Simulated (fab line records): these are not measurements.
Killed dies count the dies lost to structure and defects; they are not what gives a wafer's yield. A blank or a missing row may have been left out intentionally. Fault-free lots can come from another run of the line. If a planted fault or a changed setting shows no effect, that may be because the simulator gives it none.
fab line records    flow sky130
record: lots: 5  wafers: 14  last-day: 50
route steps=708 shown METAL1@446 VIA1@458 PAD_OPEN@708
lots untouched by any fault: they come from a run of this same line in which no faults occurred
start-h: start of the lot's first displayed wafer, in hours after the record's first day    wait-h: hours from the lot's prior step to this one    " repeats the value in the row above    L1.1+2: a single row standing in for several wafers    - no value, or no start was given    * or withheld: withheld    < > ~ a bound
route shown NAME@n: NAME is a module with steps in the file, n the number in the route of the first one    usual: mean/standard deviation taken from wafers without a fault    same: alike in all rows    chamber/n: place in a boat    sites: each site's reading    _std_site: the values' standard deviation    _edge_site: outer sites' mean less inner sites'    radius-mm: for every site, how far away it sits from the centre of the wafer    mask NAME#n: copy n    behind: the most recent tool/chamber to have shaped the wafer    hold: why the lot was held/for how many hours/how that ended    device: names the non-switching transistor (n, p or np)    end of line: tests of these same wafers at the route's end    a step given without rows: its recipe and nothing more    killed: dies that structure and defects cost at the first sort, which is not the same as the wafer's yield    map: a wafer's dies, marking killed ones x, the rest . and places with no die _
set.NAME: the setting that was run; set.NAME@STEP: the one run at that earlier step    model.NAME: the simulator's own value behind a step, which no gauge read
a table for each step, a row for each wafer; lots at some steps of the route
services: a tool's chamber out of use, with start hour (start-h, from the record's first day; less than 0 if before it), hours out, and reason
== steps ==
step: SKY_METAL1_EXPOSE_12
recipe: mask-id: MM1  na: 0.8  source-shape: annular  sigma-inner: 0.55  sigma-outer: 0.85  target-cd-nm: 140  dose-mj: 28
step: SKY_METAL1_PEB_13
recipe: peb-temp-c: withheld  peb-time-s: withheld  resist: KrF-thick
step: SKY_METAL1_DEVELOP_14
recipe: develop-time-s: 60  resist: KrF-thick  dev-temp-c: 21
step: SKY_METAL1_CD_MEAS_15
recipe: target-cd-nm: 140
usual: cd-nm: 139.6/1.4
lot.wafer  tool       chamber  start-h  wait-h  cd-nm
L387.1     cd-sem-02  -        797.43   -       139.6
L387.3     "          -        "        "       140.1
L387.4     "          -        "        "       140.2
L389.4     cd-sem-02  -        828.34   -       137.2
L389.5     "          -        "        "       137.3
L389.6     "          -        "        "       138.2
L398.2     cd-sem-02  -        876.75   -       140.6
L398.5     "          -        "        "       140.8
L405.1     cd-sem-01  -        919.31   -       139.5
L405.3     "          -        "        "       138.8
L405.5     "          -        "        "       138.0
L406.3     cd-sem-01  -        923.00   -       141.4
L406.5     "          -        "        "       139.2
L406.6     "          -        "        "       138.4
step: SKY_METAL1_OVL_MEAS_16
usual: METAL1_OVL: 4/5
lot.wafer  tool        chamber  start-h  wait-h  METAL1_OVL[nm]
L387.1     overlay-02  -        797.55   0.1     15
L387.3     "           -        "        "       8
L387.4     "           -        "        "       11
L389.4     overlay-02  -        828.42   0.1     15
L389.5     "           -        "        "       9
L389.6     "           -        "        "       7
L398.2     overlay-01  -        876.86   0.1     2
L398.5     "           -        "        "       3
L405.1     overlay-02  -        919.43   0.1     4
L405.3     "           -        "        "       12
L405.5     "           -        "        "       11
L406.3     overlay-02  -        923.09   0.1     -2
L406.5     "           -        "        "       13
L406.6     "           -        "        "       8
step: SKY_METAL1_DESCUM_17
recipe: chemistry: O2  source-power-w: 150  bias-power-w: 0  pressure-mtorr: 10  temp-c: 40  time-s: 8
usual: drypump-motor-current-A: 5.6/0.44  he-backside-leak-sccm: 3.27/0.19  oes-product-au: 1.009/0.0098
lot.wafer  tool          chamber  start-h  wait-h  drypump-motor-current-A  he-backside-leak-sccm  oes-product-au  rf-hours-counter-h
L387.1     rie-metal-01  1        797.58   0.0     6.6                      2.96                   0.996           8
L387.3     "             1        "        "       6.6                      3.05                   0.988           -
L387.4     "             1        "        "       6.6                      3.02                   0.988           -
L389.4     rie-metal-03  1        828.44   0.0     5.1                      3.15                   1.004           -
L389.5     "             0        "        "       5.5                      3.31                   1.012           -
L389.6     "             1        "        "       5.1                      3.06                   1.009           -
L398.2     rie-metal-03  1        876.89   0.0     5.1                      2.93                   1.006           8
L398.5     "             0        "        "       5.6                      3.50                   1.003           -
L405.1     rie-metal-03  0        919.47   0.0     5.5                      3.31                   1.010           5
L405.3     "             0        "        "       5.6                      3.15                   1.002           -
L405.5     "             1        "        "       5.1                      2.97                   0.998           -
L406.3     rie-metal-04  0        923.13   0.0     5.7                      3.44                   0.986           -
L406.5     "             0        "        "       5.7                      3.49                   0.998           -
L406.6     "             1        "        "       5.8                      3.37                   1.015           -
step: SKY_METAL1_ETCH_18
recipe: chemistry: N2/H2  target: BARC  ion-energy-ev: 200  bias-w: 100  pressure-mtorr: 30  n2-flow-sccm: 100  h2-flow-sccm: 200  icp-w: 500  stop-on: SiO2  time-s: 45.9  target-depth-a: 600
usual: drypump-motor-current-A: 5.6/0.44  he-backside-leak-sccm: 3.26/0.19  n2-flow-sccm: 99.99/0.28  oes-product-au: 0.854/0.0048  throttle-valve-pct: 13.225/0.0087
lot.wafer  tool          chamber  start-h  wait-h  drypump-motor-current-A  he-backside-leak-sccm  n2-flow-sccm  oes-product-au  rf-hours-counter-h  throttle-valve-pct
L387.1     rie-metal-01  1        797.65   0.1     6.6                      2.88                   100.19        0.839           8                   13.218
L387.3     "             1        "        "       6.6                      3.08                   99.65         0.848           -                   13.213
L387.4     "             1        "        "       6.6                      3.11                   99.65         0.844           -                   13.233
L389.4     rie-metal-03  1        828.49   0.0     5.1                      3.16                   99.93         0.854           -                   13.237
L389.5     "             0        "        "       5.5                      3.36                   99.92         0.858           -                   13.238
L389.6     "             1        "        "       5.1                      3.08                   99.61         0.860           -                   13.224
L398.2     rie-metal-03  1        876.92   0.0     5.1                      3.03                   99.71         0.847           8                   13.228
L398.5     "             0        "        "       5.6                      3.41                   100.00        0.846           -                   13.238
L405.1     rie-metal-03  0        919.50   0.0     5.6                      3.58                   100.41        0.842           5                   13.231
L405.3     "             0        "        "       5.6                      3.27                   100.05        0.855           -                   13.233
L405.5     "             1        "        "       5.1                      2.94                   100.11        0.857           -                   13.236
L406.3     rie-metal-04  0        923.17   0.0     5.7                      3.53                   99.96         0.857           -                   13.230
L406.5     "             0        "        "       5.7                      3.52                   99.71         0.857           -                   13.232
L406.6     "             1        "        "       5.8                      3.33                   99.75         0.856           -                   13.247
step: SKY_METAL1_METAL_ETCH_19
recipe: target-depth-a: 3600  stop-on: SiO2  over-etch-frac: 0.3  time-s: 78  chemistry: Cl2/BCl3  resist-sidewall-deg: 88  pressure-mtorr: 10  icp-w: 900  bias-w: 48.5  Cl2_flow_sccm: 60  bcl3-flow-sccm: 30
usual: drypump-motor-current-A: 5.6/0.45  he-backside-leak-sccm: 3.32/0.24  oes-product-au: 0.856/0.0059  throttle-valve-pct: 22.266/0.009
lot.wafer  tool          chamber  start-h  wait-h  drypump-motor-current-A  he-backside-leak-sccm  oes-product-au  rf-hours-counter-h  throttle-valve-pct
L387.1     rie-metal-01  1        797.77   0.1     6.6                      3.15                   0.847           8                   22.274
L387.3     "             1        "        "       6.6                      4.61                   0.841           -                   22.260
L387.4     "             1        "        "       6.6                      3.16                   0.851           -                   22.253
L389.4     rie-metal-03  1        828.56   0.1     5.1                      3.22                   0.842           -                   22.274
L389.5     "             0        "        "       5.6                      3.47                   0.855           -                   22.277
L389.6     "             1        "        "       5.1                      3.16                   0.862           -                   22.244
L398.2     rie-metal-03  1        876.98   0.0     5.1                      3.20                   0.856           8                   22.257
L398.5     "             0        "        "       5.5                      3.42                   0.856           -                   22.269
L405.1     rie-metal-03  0        919.56   0.0     5.5                      3.36                   0.853           6                   22.278
L405.3     "             0        "        "       5.6                      3.51                   0.853           -                   22.277
L405.5     "             1        "        "       5.1                      3.08                   0.852           -                   22.272
L406.3     rie-metal-04  0        923.24   0.1     5.7                      3.48                   0.856           -                   22.260
L406.5     "             0        "        "       5.7                      3.41                   0.859           -                   22.259
L406.6     "             1        "        "       5.8                      3.29                   0.869           -                   22.263
step: SKY_METAL1_STRIP_20
recipe: chemistry: O2/N2  power-w: 1400  pressure-mtorr: 1500  platen-temp-c: withheld  o2-flow-sccm: 3000  n2-flow-sccm: 300  overash-fraction: 0.5
usual: drypump-motor-current-A: 5.70/0.17  n2-flow-sccm: 299.8/1.1  oes-product-au: 0.340/0.005  strip-time-to-endpoint-s: 2.65/0.046
lot.wafer  tool             chamber  start-h  wait-h  drypump-motor-current-A  n2-flow-sccm  oes-product-au  rf-hours-counter-h  strip-time-to-endpoint-s
L387.1     plasma-asher-01  0        797.95   0.1     5.50                     298.5         0.343           39                  2.70
L387.3     "                0        "        "       5.48                     301.9         0.345           -                   2.70
L387.4     "                1        "        "       5.42                     299.9         0.340           -                   2.70
L389.4     plasma-asher-03  0        828.65   0.1     5.69                     299.5         0.337           -                   2.65
L389.5     "                1        "        "       5.78                     299.6         0.345           -                   2.64
L389.6     "                0        "        "       5.74                     300.2         0.334           -                   2.66
L398.2     plasma-asher-01  0        877.07   0.1     5.47                     299.9         0.336           46                  2.65
L398.5     "                0        "        "       5.53                     300.0         0.342           -                   2.63
L405.1     plasma-asher-01  1        919.65   0.1     5.45                     301.7         0.339           51                  2.61
L405.3     "                1        "        "       5.43                     301.9         0.341           -                   2.63
L405.5     "                1        "        "       5.43                     301.1         0.337           -                   2.62
L406.3     plasma-asher-02  0        923.33   0.1     5.80                     301.1         0.347           -                   2.70
L406.5     "                0        "        "       5.82                     301.1         0.343           -                   2.71
L406.6     "                1        "        "       5.87                     297.8         0.343           -                   2.70
step: SKY_METAL1_STRIP_21
recipe: chemistry: post-etch-residue-remover  time-s: 1200  temp-c: 72.5
step: SKY_METAL1_CLEAN_22
recipe: chemistry: IPA  time-s: 180  temp-c: 25
step: SKY_METAL1_CLEAN_23
recipe: chemistry: O3/DIW  dry: n2-spin
step: SKY_VIA1_HDPCVD_00
recipe: material: SiO2  target-thk-nm: 1030  sigma-open-frac: 0.3  time-s: 171.7  temp-c: 400  sih4-flow-sccm: 60  pressure-mtorr: 6
usual: run-length-s: 199.7/0.56
lot.wafer  tool       chamber  start-h  wait-h  run-length-s  model.SiO2_of_VIA1_HDPCVD_00.thk-nm
L387.1     hdpcvd-01  0        798.58   0.0     199.9         1012
L387.3     "          2        "        "       199.3         1046
L387.4     "          1        "        "       199.4         1031
L389.4     hdpcvd-02  2        829.30   0.1     200.5         1045
L389.5     "          0        "        "       199.2         1038
L389.6     "          1        "        "       199.9         1036
L398.2     hdpcvd-02  2        877.69   0.0     200.4         1027
L398.5     "          2        "        "       226.4         1182
L405.1     hdpcvd-01  1        920.28   0.0     199.0         1038
L405.3     "          2        "        "       199.6         1027
L405.5     "          0        "        "       199.9         1041
L406.3     hdpcvd-01  2        923.90   0.0     199.2         1029
L406.5     "          1        "        "       198.9         1050
L406.6     "          2        "        "       199.5         1030
step: SKY_VIA1_THK_MEAS_01
recipe: reads: SiO2_of_VIA1_HDPCVD_00
usual: VIA1_HDPCVD_THK: 1036/11
lot.wafer  tool           chamber  start-h  wait-h  VIA1_HDPCVD_THK[nm]
L387.1     film-metro-01  -        798.69   0.1     1012
L387.3     "              -        "        "       1047
L387.4     "              -        "        "       1032
L389.4     film-metro-03  -        829.38   0.0     1046
L389.5     "              -        "        "       1037
L389.6     "              -        "        "       1037
L398.2     film-metro-01  -        877.81   0.1     1027
L398.5     "              -        "        "       1183
L405.1     film-metro-02  -        920.39   0.1     1039
L405.3     "              -        "        "       1027
L405.5     "              -        "        "       1041
L406.3     film-metro-03  -        924.03   0.1     1027
L406.5     "              -        "        "       1050
L406.6     "              -        "        "       1031
step: SKY_VIA1_CMP_02
recipe: material: SiO2  down-force-psi: 4  platen-rpm: 60  pad-velocity-m-s: 0.94248
usual: motor-current-A: 11.8/1.2  platen-rpm: 60.00/0.039
lot.wafer  tool    chamber  start-h  wait-h  motor-current-A  platen-rpm
L387.3     cmp-02  3        798.80   0.1     11.5             59.99
L387.1     "       0        "        "       12.9             59.97
L387.4     "       1        "        "       13.4             59.98
L389.4     cmp-01  0        829.46   0.1     12.1             59.99
L389.5     "       3        "        "       12.8             60.04
L389.6     "       0        "        "       11.5             59.98
L398.2     cmp-02  0        877.96   0.1     12.6             60.08
L398.5     "       2        "        "       10.0             59.92
L405.3     cmp-01  1        920.50   0.1     11.2             59.98
L405.1     "       0        "        "       11.8             59.97
L405.5     "       2        "        "       10.8             59.98
L406.3     cmp-01  3        924.17   0.1     11.7             60.08
L406.5     "       1        "        "       11.5             59.96
L406.6     "       2        "        "       11.9             60.00
step: SKY_PAD_OPEN_PROBE_99
usual: defect-limited-yield: 82.5/1.9  killed_at_M0_to_M3: 43/6.8  killed_at_M4_up: 3.0/1.6  killed-at-contacts: 25/6  killed-at-front-end: 15/4.4  killed-at-other: 0.3/0.52  killed-dies: 86/9.6  killed-open: 47/6.7  killed-short: 39/6.8  sort_bin_3_pad_short: 0.9/0.43  sort_bin_5_function: 10.3/1.5  sort_bin_6_memory: 6.3/1.1  sort-n-pass: 406/9.6  sort-yield-pct: 82.5/1.9
same: gross-dies: 492  killed-at-back-side: 0  sort_bin_4_leakage[%]: 0  sort_bin_8_speed[%]: 0
lot.wafer  tool       chamber  start-h  wait-h  defect-limited-yield[%]  killed_at_M0_to_M3  killed_at_M4_up  killed-at-contacts  killed-at-front-end  killed-at-other  killed-dies  killed-open  killed-short  sort_bin_3_pad_short[%]  sort_bin_5_function[%]  sort_bin_6_memory[%]  sort-n-pass  sort-yield-pct[%]
L387.1     prober-01  -        1102.13  0.1     85.0                     48                  3                14                  8                    1                74           34           40            0.6                      8.1                     6.3                   418          85.0
L387.3     prober-01  -        1102.23  0.2     83.9                     42                  3                20                  14                   0                79           45           33            1.0                      10.6                    4.5                   413          83.9
L387.4     prober-01  -        1102.28  0.2     82.3                     46                  3                20                  18                   0                87           53           34            0.6                      11.4                    5.7                   405          82.3
killed by level:class
L387.1 VIA3:geometric-particle:open=8 VIA2:geometric-particle:open=7 LI_CONTACT:geometric-particle:open=6 METAL2:geometric-particle:short=6 VIA3:geometric-particle:short=6 VIA1:geometric-particle:open=5 VIA2:geometric-particle:short=5 CONTACT:geometric-particle:open=4
L387.3 VIA3:geometric-particle:open=10 LI_CONTACT:geometric-particle:open=8 VIA1:geometric-particle:open=8 CONTACT:geometric-particle:open=6 POLY_GATE:geometric-particle:open=5 VIA1:geometric-particle:short=5 METAL2:geometric-particle:short=4 VIA2:geometric-particle:short=4
L387.4 VIA1:geometric-particle:open=14 VIA3:geometric-particle:open=8 CONTACT:geometric-particle:open=7 VIA1:geometric-particle:short=7 POLY_GATE:geometric-particle:open=5 LI_CONTACT:geometric-particle:short=5 LI_CONTACT:geometric-particle:open=5 METAL1:geometric-particle:short=4
== services ==
tool             chamber  start-h  hours  kind
hdpcvd-02        1        783.68   10.3   repair
rie-metal-01     0        784.56   -      clean
rie-metal-01     0        784.56   15.6   scheduled-down
rie-metal-01     0        784.56   15.6   vent-cycle
cmp-02           -        796.69   1.6    repair
rie-metal-03     -        803.73   15.6   pm
hdpcvd-02        1        807.07   9.0    repair
plasma-asher-02  -        816.53   2.8    pm
hdpcvd-01        -        821.98   1.4    repair
cmp-01           -        842.70   25.6   repair
plasma-asher-03  -        847.69   2.6    repair
plasma-asher-01  -        859.76   8.6    pm
cmp-01           -        863.14   1.3    repair
cmp-01           -        868.30   3.6    pm
rie-metal-04     0        880.78   -      clean
rie-metal-04     0        880.78   16.9   scheduled-down
rie-metal-04     0        880.78   16.9   vent-cycle
rie-metal-04     -        885.56   0.4    repair
plasma-asher-02  -        895.00   3.8    repair
cmp-02           -        904.36   15.7   pm
hdpcvd-02        -        906.37   14.6   pm
plasma-asher-02  -        910.70   5.7    repair
rie-metal-04     -        918.65   1.3    repair
cmp-02           -        920.02   6.2    pm
== key ==
first-sign: step: SKY_VIA1_HDPCVD_00  reading: run-length-s  direction: up  sigmas: 48  usual: *  struck: *
effect: step: SKY_VIA1_THK_MEAS_01  reading: VIA1_HDPCVD_THK  direction: up  sigmas: 14  usual: 1036  struck: 1183
model-effect: step: SKY_VIA1_HDPCVD_00  value: SiO2_of_VIA1_HDPCVD_00.thk-nm  without: 1030  struck: 1182
met-at SKY_VIA1_HDPCVD_00
struck-wafers L398.5
onset-between 829.30 877.69
fault: kind: process-parameter-drift  tool: hdpcvd-02  chamber: -  onset-h: 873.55  steps: SKY_VIA1_HDPCVD_00  channel: time-s  offset: *  shape: step  end-h: 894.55  scope: struck-wafers-only  acts-in: *  stated: *
